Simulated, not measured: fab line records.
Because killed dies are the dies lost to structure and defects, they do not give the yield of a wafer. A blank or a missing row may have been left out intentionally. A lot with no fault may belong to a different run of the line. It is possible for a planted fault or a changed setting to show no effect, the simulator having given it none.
A struck lot beside a sound one    flow sky130    15 steps out of a route of 708
Sound: the wafers L481.1, L481.5, L481.6. Struck: wafer L490.4. (L490.1, L490.6 of the same lot were not struck and are left out.) The cause comes at the end.
For every step that has rows: the tool of each side, followed by ch and its chambers, followed by its first start. Under that, the readings that differ: sound wafers    struck wafers    difference of the means    sigmas: that difference in standard deviations of wafers without a fault.
alike: readings with means less than 2 such deviations apart, plus words and numbers identical on both sides. not compared: withheld readings, readings lacking a value on some wafer, bounds such as >300 that could conceal the same value, and numbers that have no deviation in the record and whose values overlap.
The two part at a step that has a row with sigmas, a row that says differs or no value, or rows on one side only. When numbers do not overlap yet have no deviation, they are printed without sigmas and do not part them. Lack of a reading on every wafer of one side parts them only where that side has two or more wafers.

first, 8 steps without rows for these wafers: SKY_FIELD_ISO_DEHYDRATE_05 (time 60 s); SKY_FIELD_ISO_HMDS_06 (prime time 60 s); SKY_FIELD_ISO_COAT_07 (resist thk 60 nm); SKY_FIELD_ISO_COAT_08 (resist thk 450 nm); SKY_FIELD_ISO_SOFTBAKE_09 (time 90 s); SKY_FIELD_ISO_EXPOSE_10 (exposes mask FOM, target cd 150 nm); SKY_FIELD_ISO_PEB_11; SKY_FIELD_ISO_DEVELOP_12 (develop time 60 s).
SKY_FIELD_ISO_CD_MEAS_13: target cd 150 nm.
  sound: cd-sem-01 at day 2 15:59; struck: cd-sem-01 at day 4 13:05
  alike: cd-nm
SKY_FIELD_ISO_ETCH_14: etches BARC in N2/H2, stops on SiO2, time 45.9 s, target depth 60 nm.
  sound on rie-diel-01 ch 0,1, day 2 16:07; struck on rie-diel-04 ch 0, day 4 13:13
reading                 sound                 struck  difference  sigmas
throttle-valve-pct (%)  13.212 13.239 13.206  13.240  +0.021      +2
  alike: bias-w, chamber-pressure-mTorr, drypump-motor-current-A, n2-flow-sccm, oes-product-au, run-length-s
  not compared: rf-hours-counter-h
SKY_FIELD_ISO_ETCH_15: etches the open film in CHF3/O2, stops on Si, target depth 180 nm, time 72 s.
  sound on rie-diel-01 ch 0,1, day 2 16:09; struck on rie-diel-04 ch 0, day 4 13:15
  alike: bias-w, chamber-pressure-mTorr, drypump-motor-current-A, oes-product-au, run-length-s, throttle-valve-pct
  not compared: rf-hours-counter-h
SKY_FIELD_ISO_STRIP_16: strips in O2/N2.
  sound on plasma-asher-01 ch 0,1, day 2 16:12; struck on plasma-asher-04 ch 1, day 4 13:24
  alike: chamber-pressure-mTorr, drypump-motor-current-A, n2-flow-sccm, oes-product-au, strip-time-to-endpoint-s
  not compared: rf-hours-counter-h
SKY_FIELD_ISO_ETCH_17: etches Si in HBr/Cl2/O2, target depth 342 nm, time 97.7 s.
  sound on rie-si-01 ch 0,3, day 2 16:18; struck on rie-si-01 ch 3, day 4 13:30
reading                                sound                 struck  difference  sigmas
chamber-pressure-mTorr (mTorr)         14.997 15.032 14.985  15.036  +0.031      +2
run-length-s (s)                       125.5 125.4 126.1     117.1   -8.6        -23
throttle-valve-pct (%)                 25.673 25.659 25.653  25.684  +0.022      +2
model.FIELD_ISO.feature-depth-nm (nm)  342.2 345.1 336.8     306.7   -34.7       
model.etch.depth-nm (nm)               342.2 345.1 336.8     306.7   -34.7       
  alike: drypump-motor-current-A, oes-product-au
  not compared: bias-w, rf-hours-counter-h
then, 1 step without rows for these wafers: SKY_FIELD_ISO_WET_ETCH_18 (etches Si3N4 in H3PO4, target depth 25 nm, time 276.3 s).
-- a jump in the record: the struck wafers' starts before and after are 44 days apart (it breaks off in module FIELD_ISO and resumes in module PAD_OPEN, where the first step shown is number 708 of the route) --
SKY_PAD_OPEN_PROBE_99:
  sound: prober-02 at day 46 06:10; struck: prober-01 at day 48 12:58
reading                                  sound                          struck     difference  sigmas
killed-on-rim                            17 19 19                       8          -10         -3
model.etest.res_p_drift_20v.line-ohm-um  1.115e+04 1.162e+04 1.102e+04  1.004e+04  -1.223e+03  
model.etest.res_p_drift_20v.rs-ohm-sq    9370 9620 9131                 8410       -964        
model.etest.pfet_16v.r-on-ohm-um         1.528e+04 1.541e+04 1.513e+04  1.394e+04  -1.333e+03  
model.etest.res-iso-pwell.rs-ohm-sq      3216 3329 3114                 2534       -686        
model.etest.res-iso-pwell.line-ohm-um    1227 1247 1155                 958.4      -251.3      
model.etest.res-nwell.line-ohm-um        1160 1172 1141                 1004       -154        
model.etest.res-nwell.rs-ohm-sq          978 989.9 952.2                822.7      -150.7      
model.etest.pfet_16v.drive-ua-um         245.9 245.3 247.1              256.4      +10.3       
  alike: killed_at_M0_to_M3, killed_at_M4_up, killed-at-contacts, killed-at-front-end, killed-at-other, killed-dies, killed-open, killed-short

## WHERE THEY PART
Earliest at SKY_FIELD_ISO_ETCH_14; latest, in this record, at SKY_PAD_OPEN_PROBE_99.

WHY: what the simulator had put in
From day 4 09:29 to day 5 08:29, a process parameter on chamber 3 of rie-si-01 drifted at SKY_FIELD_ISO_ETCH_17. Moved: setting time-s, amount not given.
